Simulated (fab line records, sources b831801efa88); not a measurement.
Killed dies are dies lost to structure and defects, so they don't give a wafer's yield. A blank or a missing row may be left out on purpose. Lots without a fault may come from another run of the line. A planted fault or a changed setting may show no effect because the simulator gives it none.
fab line records | flow sky130
record lots=6 wafers=18 last_day=50
route steps=708 shown LDD_HVP@285 LDD_LDN@289
lots that met no fault: from a run of the same line without faults
start_h: hours from the record's first day to the start of the lot's first wafer shown | wait_h: hours since the lot's step before | " the same as in the row above | L1.1+2: a row that stands for several wafers | - no value, or no start given | * or withheld: withheld | < > ~ a bound
route shown NAME@n: a module of which the file shows steps, and the number in the route of the first | usual: mean/standard deviation of fault-free wafers | same: alike in all rows | chamber/n: place in a boat | sites: the reading at each site | _std_site: their standard deviation | _edge_site: outer sites' mean less inner sites' | radius_mm: how far each site lies from the wafer's centre | mask NAME#n: copy n | behind: the tool/chamber that last shaped the wafer | hold: why the lot was held/for how many hours/how that ended | device: the transistor (n, p or np) that didn't switch | end of line: the same wafers' tests at the end of the route | a step without rows: its recipe alone | killed: dies lost to structure and defects at the first sort, not the wafer's yield | map: a wafer's dies, x killed, . not, _ none there
set.NAME: the setting as run; set.NAME@STEP: as run at that earlier step | model.NAME: the simulator's own value behind a step, which no gauge read
lots at some steps of the route; a table a step, a row a wafer
services: from which hour (start_h, from the record's first day; less than 0 if before it) a tool's chamber was out of use, for how many hours, and why
## steps
# step SKY_LDD_HVP_OVL_MEAS_07
# usual LDD_HVP_OVL=1.6/1.2
# columns lot.wafer tool chamber start_h wait_h LDD_HVP_OVL[nm]
L900.2 overlay-02 - 539.77 0.1 1.3
L900.3 " - " " 1.7
L900.5 " - " " 2.4
L901.1 overlay-01 - 551.36 0.1 2.6
L901.2 " - " " 2.1
L901.6 " - " " 2.4
L918.1 overlay-01 - 667.27 0.1 0.9
L918.3 " - " " 1.2
L918.4 " - " " 1.0
L920.1 overlay-02 - 670.22 0.1 1.7
L920.2 " - " " -0.4
L920.4 " - " " 0.8
L919.1 overlay-01 - 670.27 0.1 2.0
L919.3 " - " " 3.2
L919.5 " - " " 1.4
L921.2 overlay-01 - 671.97 0.1 2.5
L921.4 " - " " 1.3
L921.6 " - " " 1.3
# step SKY_LDD_HVP_IMPLANT_08
# recipe species=B energy_kev=20 dose_cm2=1.7e+13 tilt_deg=17.9
# step SKY_LDD_HVP_STRIP_09
# recipe chemistry=O2/N2 power_w=1400 pressure_mtorr=1500 platen_temp_c=withheld o2_flow_sccm=3000 n2_flow_sccm=300 overash_fraction=0.5
# usual drypump_motor_current_A=5.72/0.22 oes_product_au=0.409/0.0043 strip_time_to_endpoint_s=4.131/0.014
# same overash_fraction=0.5
# columns lot.wafer tool chamber start_h wait_h drypump_motor_current_A oes_product_au rf_hours_counter_h strip_time_to_endpoint_s
L900.2 plasma_asher-02 0 539.95 0.1 5.62 0.419 11 4.134
L900.3 " 0 " " 5.62 0.405 - 4.151
L900.5 " 1 " " 5.68 0.405 - 4.132
L901.1 plasma_asher-02 1 551.55 0.1 5.66 0.409 13 4.112
L901.2 " 0 " " 5.63 0.416 13 4.149
L901.6 " 1 " " 5.64 0.410 - 4.118
L918.1 plasma_asher-02 0 667.45 0.1 5.65 0.415 24 4.136
L918.3 " 1 " " 5.67 0.406 - 4.119
L918.4 " 0 " " 5.67 0.410 - 4.121
L920.1 plasma_asher-03 1 670.40 0.1 5.78 0.406 96 4.131
L920.2 " 0 " " 6.17 0.417 96 4.135
L920.4 " 1 " " 5.77 0.407 - 4.159
L919.1 plasma_asher-02 1 670.46 0.1 5.67 0.415 24 4.141
L919.3 " 1 " " 5.65 0.411 - 4.139
L919.5 " 0 " " 5.64 0.402 - 4.145
L921.2 plasma_asher-02 1 672.15 0.1 5.67 0.410 25 4.141
L921.4 " 1 " " 5.68 0.411 - 4.155
L921.6 " 0 " " 5.66 0.414 - 4.142
# step SKY_LDD_HVP_TW_MEAS_10
# usual LDD_HVP_TW=455/3.2
# columns lot.wafer tool chamber start_h wait_h LDD_HVP_TW
L900.2 film_metro-03 - 540.06 0.1 455
L900.3 " - " " 454
L900.5 " - " " 453
L901.1 film_metro-04 - 551.65 0.1 459
L901.2 " - " " 460
L901.6 " - " " 460
L918.1 film_metro-04 - 667.55 0.1 457
L918.3 " - " " 456
L918.4 " - " " 457
L920.1 film_metro-02 - 670.50 0.1 456
L920.2 " - " " 459
L920.4 " - " " 456
L919.1 film_metro-03 - 670.56 0.1 453
L919.3 " - " " 451
L919.5 " - " " 452
L921.2 film_metro-03 - 672.26 0.1 455
L921.4 " - " " 456
L921.6 " - " " 453
# step SKY_LDD_LDN_DEHYDRATE_00
# recipe temp_c=200 time_s=60
# step SKY_LDD_LDN_HMDS_01
# recipe prime_time_s=60 prime_temp_c=120
# step SKY_LDD_LDN_COAT_02
# recipe resist=NOVOLAK spin_rpm=3000 resist_thk_nm=1140
# step SKY_LDD_LDN_SOFTBAKE_03
# recipe temp_c=90 time_s=60 resist=NOVOLAK
# step SKY_LDD_LDN_EXPOSE_04
# recipe mask_id=LDNTM na=0.6 source_shape=conventional sigma_outer=0.6 polarization=unpolarized target_cd_nm=700 dose_mj=140
# step SKY_LDD_LDN_PEB_05
# recipe temp_c=withheld time_s=* resist=NOVOLAK
# step SKY_LDD_LDN_DEVELOP_06
# recipe resist=NOVOLAK developer=TMAH develop_time_s=60 dev_temp_c=23
# step SKY_LDD_LDN_OVL_MEAS_07
# usual LDD_LDN_OVL=0.0/1.2
# columns lot.wafer tool chamber start_h wait_h LDD_LDN_OVL[nm]
L900.2 overlay-02 - 568.51 0.1 -0.4
L900.3 " - " " -2.2
L900.5 " - " " -0.4
L901.1 overlay-02 - 580.85 0.1 1.9
L901.2 " - " " 2.0
L901.6 " - " " 1.8
L918.1 overlay-01 - 694.70 0.1 -1.3
L918.3 " - " " -1.3
L918.4 " - " " -2.8
L920.1 overlay-01 - 697.10 0.1 -0.9
L920.2 " - " " -0.2
L920.4 " - " " 0.3
L919.1 overlay-02 - 697.36 0.1 0.1
L919.3 " - " " 0.7
L919.5 " - " " 0.1
L921.2 overlay-01 - 700.12 0.1 0.7
L921.4 " - " " -1.6
L921.6 " - " " 1.6
# step SKY_LDD_LDN_IMPLANT_08
# recipe species=As energy_kev=15 dose_cm2=1.25e+13 tilt_deg=withheld rotation_deg=23
# usual beam_energy_keV=15.001/0.0042 beam_on_s=10.01/0.22 implant_ion_amu=75/0
# columns lot.wafer tool chamber start_h wait_h beam_energy_keV beam_on_s implant_ion_amu
L900.2 implanter-01 0 568.56 0.0 15.000 10.06 75
L900.3 " 0 " " 15.001 10.04 75
L900.5 " 0 " " 14.999 9.81 75
L901.1 implanter-01 0 580.89 0.0 14.997 10.05 75
L901.2 " 0 " " 15.004 9.93 75
L901.6 " 0 " " 15.008 9.77 75
L918.1 implanter-01 - 694.74 0.0 - - -
L918.3 " - " " - - -
L918.4 " - " " - - -
L920.1 implanter-02 0 697.14 0.0 14.997 10.03 75
L920.2 " 0 " " 14.997 10.02 75
L920.4 " 0 " " 15.001 9.84 75
L919.1 implanter-01 - 697.40 0.0 - - -
L919.3 " - " " - - -
L919.5 " - " " - - -
L921.2 implanter-02 0 700.18 0.0 14.993 10.28 75
L921.4 " 0 " " 14.995 10.05 75
L921.6 " 0 " " 15.001 10.08 75
# step SKY_LDD_LDN_IMPLANT_09
# recipe species=As energy_kev=15 dose_cm2=1.25e+13 tilt_deg=withheld rotation_deg=113
# step SKY_LDD_LDN_IMPLANT_10
# recipe species=As energy_kev=15 dose_cm2=1.25e+13 tilt_deg=withheld rotation_deg=203
# step SKY_LDD_LDN_IMPLANT_11
# recipe species=As energy_kev=15 dose_cm2=1.25e+13 tilt_deg=withheld rotation_deg=293
# step SKY_LDD_LDN_STRIP_12
# recipe chemistry=O2/N2 power_w=1400 pressure_mtorr=1500 platen_temp_c=withheld o2_flow_sccm=3000 n2_flow_sccm=300 overash_fraction=0.5
# usual drypump_motor_current_A=5.8/0.48 oes_product_au=0.716/0.0045 strip_time_to_endpoint_s=14.18/0.04
# same overash_fraction=0.5
# columns lot.wafer tool chamber start_h wait_h drypump_motor_current_A oes_product_au rf_hours_counter_h strip_time_to_endpoint_s
L900.2 plasma_asher-04 0 569.14 0.1 6.7 0.716 69 14.11
L900.3 " 1 " " 5.0 0.712 - 14.12
L900.5 " 0 " " 6.7 0.717 - 14.09
L901.1 plasma_asher-01 0 581.49 0.1 6.0 0.720 49 14.21
L901.2 " 1 " " 5.4 0.709 49 14.20
L901.6 " 1 " " 5.3 0.709 - 14.17
L918.1 plasma_asher-03 1 695.34 0.1 5.8 0.714 98 14.26
L918.3 " 0 " " 6.1 0.717 - 14.25
L918.4 " 1 " " 5.8 0.712 - 14.23
L920.1 plasma_asher-04 0 697.74 0.1 6.7 0.719 83 14.23
L920.2 " 1 " " 5.0 0.716 83 14.22
L920.4 " 0 " " 6.7 0.720 - 14.21
L919.1 plasma_asher-01 1 698.00 0.1 5.4 0.706 61 14.15
L919.3 " 0 " " 6.0 0.720 - 14.23
L919.5 " 0 " " 6.0 0.720 - 14.17
L921.2 plasma_asher-01 1 700.75 0.1 5.3 0.718 61 14.16
L921.4 " 1 " " 5.3 0.711 - 14.16
L921.6 " 0 " " 6.0 0.713 - 14.15
# step SKY_LDD_LDN_TW_MEAS_13
# usual LDD_LDN_TW=1482/8.4
# columns lot.wafer tool chamber start_h wait_h hold LDD_LDN_TW
L900.2 film_metro-02 - 569.25 0.1 - 1467
L900.3 " - " " - 1464
L900.5 " - " " - 1465
L901.1 film_metro-04 - 581.59 0.1 - 1488
L901.2 " - " " - 1486
L901.6 " - " " - 1479
L918.1 film_metro-04 - 695.44 0.1 await_dispo/0.2h/release 1366
L918.3 " - " " await_dispo/0.2h/release 1366
L918.4 " - " " await_dispo/0.2h/release 1358
L918.1 film_metro-04 - 695.68 0.2 - 1362
L918.3 " - " " - 1350
L918.4 " - " " - 1359
L920.1 film_metro-02 - 697.84 0.1 - 1479
L920.2 " - " " - 1479
L920.4 " - " " - 1479
L919.1 film_metro-01 - 698.10 0.1 await_dispo/0.2h/release 1350
L919.3 " - " " await_dispo/0.2h/release 1351
L919.5 " - " " await_dispo/0.2h/release 1342
L919.1 film_metro-01 - 698.43 0.3 - 1350
L919.3 " - " " - 1352
L919.5 " - " " - 1348
L921.2 film_metro-01 - 700.86 0.1 - 1473
L921.4 " - " " - 1467
L921.6 " - " " - 1473
## services
# columns tool chamber start_h hours kind
plasma_asher-02 - 528.69 2.5 repair
implanter-01 - 535.90 1.6 repair
plasma_asher-02 - 542.97 0.3 repair
plasma_asher-04 - 552.31 5.8 repair
implanter-01 - 574.95 3.2 pm
implanter-01 - 584.60 2.9 repair
implanter-02 - 605.11 8.5 repair
implanter-01 - 622.55 1.5 repair
implanter-02 - 632.39 1.1 repair
plasma_asher-03 - 636.09 7.9 repair
implanter-01 - 637.17 26.3 repair
implanter-02 - 644.47 3.8 repair
plasma_asher-02 - 644.77 6.6 repair
implanter-02 - 648.23 5.3 pm
implanter-02 - 653.62 2.4 repair
plasma_asher-01 - 668.11 0.7 repair
plasma_asher-03 - 676.62 2.8 repair
plasma_asher-01 - 680.71 4.0 repair
implanter-01 - 681.42 13.0 repair
## key
first_sign step=SKY_LDD_LDN_IMPLANT_08 reading=tool_record direction=missing
effect step=SKY_LDD_LDN_TW_MEAS_13 reading=visit direction=added
effect step=SKY_LDD_LDN_TW_MEAS_13 reading=LDD_LDN_TW direction=down sigmas=15 usual=1482 struck=1356
met_at SKY_LDD_LDN_IMPLANT_08
struck_wafers L918.1,L918.3,L918.4,L919.1,L919.3,L919.5
later_rows_left_out L918.1,L918.3,L918.4,L919.1,L919.3,L919.5
sort_left_out L918.1,L918.3,L918.4,L919.1,L919.3,L919.5
tester_left_out L918,L919
onset_between 580.89 694.74
fault kind=skipped_step_whole tool=implanter-01 chamber=- onset_h=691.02 steps=SKY_LDD_LDN_IMPLANT_08 scope=struck_lots_only
# tester_left_out: of these lots the tester's yield and bins aren't shown, on N5 and GAA mostly nor the transistor test; their killed dies are dies lost to structure and defects alone, not to doping, threshold or leakage, so they don't give the yield
# sort_left_out: the simulated sort isn't trusted on such a fault, so these wafers' sort isn't shown, and their yield isn't known
# later_rows_left_out: the simulator's readings of these wafers behind a module that went badly wrong aren't trusted and aren't shown, but for the sort
